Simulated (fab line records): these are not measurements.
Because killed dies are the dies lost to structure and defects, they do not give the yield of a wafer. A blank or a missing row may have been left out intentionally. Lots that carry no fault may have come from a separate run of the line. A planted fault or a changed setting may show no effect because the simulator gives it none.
A lot that was struck, set against a sound lot + flow sfq line + 24 steps out of a route of 325
Sound: wafers L594.3, L594.4, L594.6. Wafers struck: L596.1, L596.3, L596.5. The cause is given at the end.
At each step with rows: each side's tool, then ch and its chambers, then its first start. Under that, the readings that differ: sound wafers + struck wafers + difference of the means + sigmas: that difference in standard deviations of wafers without a fault.
alike: words and numbers the same on both sides, and readings whose means are apart by under 2 such deviations; not compared: readings that were withheld, readings missing a value for some wafer, numbers with overlapping values and no deviation given by the record, and bounds like >300 which may hide the same value.
The two part at a step that has a row with sigmas, a row that says differs or no value, or rows on one side only. When numbers do not overlap yet have no deviation, they are printed without sigmas and do not part them. A reading that every wafer of one side lacks parts them only if that side has two wafers or more.

first, 6 steps without rows for these wafers: SFQ_TRILAYER_I2_VIA_LITHO_COAT_072 (resist thk 62 nm); SFQ_TRILAYER_I2_VIA_LITHO_COAT_067 (resist thk 650 nm); SFQ_TRILAYER_I2_VIA_LITHO_SOFTBAKE_071; SFQ_TRILAYER_I2_VIA_LITHO_EXPOSE_068 (exposes mask I2, target cd 500 nm); SFQ_TRILAYER_I2_VIA_LITHO_PEB_070 (peb time 60 s); SFQ_TRILAYER_I2_VIA_LITHO_DEVELOP_069 (time 60 s).
SFQ_I2_OVL_MEAS_918:
  struck on overlay-01, day 40 23:08; sound on overlay-02, day 39 15:17
  alike: I2_OVL
SFQ_TRILAYER_I2_VIA_BARC_OPEN_VIA_ETCH_096: etches BARC in O2, target depth 125 nm, time 41.7 s.
  sound on rie diel-02 ch 1,3, day 39 15:19; struck on rie diel-03 ch 0,1,2, day 40 23:10
  alike: drypump motor current A, oes product au
  not compared: rf hours counter h
SFQ_TRILAYER_I2_VIA_ETCH_VIA_ETCH_070: etches SiO2 in CHF3, stops on Nb, target depth 260 nm.
  sound on rie diel-02 ch 1,3, day 39 15:22; struck on rie diel-03 ch 0,1,2, day 40 23:13
  alike: drypump motor current A, oes product au
SFQ_TRILAYER_I2_VIA_STRIP_STRIP_071: strips in O2.
  sound on rie metal-03 ch 0,1, day 39 15:40; struck on rie metal-01 ch 0,1, day 40 23:19
  alike: drypump motor current A, oes product au
  not compared: rf hours counter h
then, 2 steps without rows for these wafers: SFQ_TRILAYER_I2_VIA_STRIP_SOLV_CLEAN_072 (cleans in NMP, time 600 s); SFQ_TRILAYER_M3_DEP_PRE_CLEAN_074 (time 22.5 s).
SFQ_TRILAYER_M3_DEP_SPUTTER_073: material Nb, target thk 200 nm, time 133.3 s.
  struck on pvd sputter-04, day 41 00:08; sound on pvd sputter-06, day 39 16:16
  no value came back on the struck wafers for base pressure pa (Pa), cathode dc power W (W), substrate temp c (C), throttle valve pct (%); on the sound wafers base pressure pa (Pa) reads 1.35e-06 1.08e-06 1.57e-06
SFQ_M3_RS_MEAS_919: measurement is done with a four-point probe.
  struck on film metro-03, day 41 00:13; sound on film metro-04, day 39 16:24
| reading           | sound             | struck | difference                    | sigmas |
|-------------------|-------------------|--------|-------------------------------|--------|
| M3_NB_RS (ohm/sq) | 0.899 0.889 0.891 | - - -  | no value on the struck wafers |        |
then, 6 steps without rows for these wafers: SFQ_TRILAYER_M3_LITHO_COAT_080 (resist thk 62 nm); SFQ_TRILAYER_M3_LITHO_COAT_075 (resist thk 600 nm); SFQ_TRILAYER_M3_LITHO_SOFTBAKE_079; SFQ_TRILAYER_M3_LITHO_EXPOSE_076 (exposes mask M3, target cd 500 nm); SFQ_TRILAYER_M3_LITHO_PEB_078 (peb time 60 s); SFQ_TRILAYER_M3_LITHO_DEVELOP_077 (time 60 s).
-- the record jumps here: 6 days lie between the struck wafers' starts before and after --
SFQ_M3_OVL_MEAS_921:
  struck on overlay-01, day 46 20:04; sound on overlay-02, day 45 21:16
  alike: M3_OVL
SFQ_TRILAYER_M3_BARC_OPEN_METAL_ETCH_100: etches BARC in O2, target depth 125 nm, time 41.7 s.
  sound on rie metal-04 ch 0,1, day 45 21:19; struck on rie metal-04 ch 1, day 46 20:05
  alike: drypump motor current A, oes product au
  not compared: rf hours counter h
SFQ_TRILAYER_M3_ETCH_METAL_ETCH_078: etches Nb in Cl2/Ar, stops on SiO2, target depth 240 nm, time 120 s.
  sound on rie metal-04 ch 0,1, day 45 21:23; struck on rie metal-04 ch 1, day 46 20:09
| reading               | sound             | struck            | difference | sigmas |
|-----------------------|-------------------|-------------------|------------|--------|
| oes product au (a.u.) | 0.896 0.898 0.896 | 0.379 0.382 0.387 | -0.514     | -64    |
  alike: drypump motor current A
  not compared: rf hours counter h
SFQ_TRILAYER_M3_STRIP_STRIP_079: strips in O2.
  sound on rie metal-04 ch 0,1, day 45 21:41; struck on rie metal-04 ch 1, day 46 20:17
  alike: drypump motor current A, oes product au
  not compared: rf hours counter h

## WHERE THEY PART
At SFQ_TRILAYER_M3_DEP_SPUTTER_073 first; at SFQ_TRILAYER_M3_ETCH_METAL_ETCH_078 last (within this record only). Later steps at which nothing parts them and some readings are alike: SFQ_TRILAYER_M3_STRIP_STRIP_079.

WHY: what the simulator had put in
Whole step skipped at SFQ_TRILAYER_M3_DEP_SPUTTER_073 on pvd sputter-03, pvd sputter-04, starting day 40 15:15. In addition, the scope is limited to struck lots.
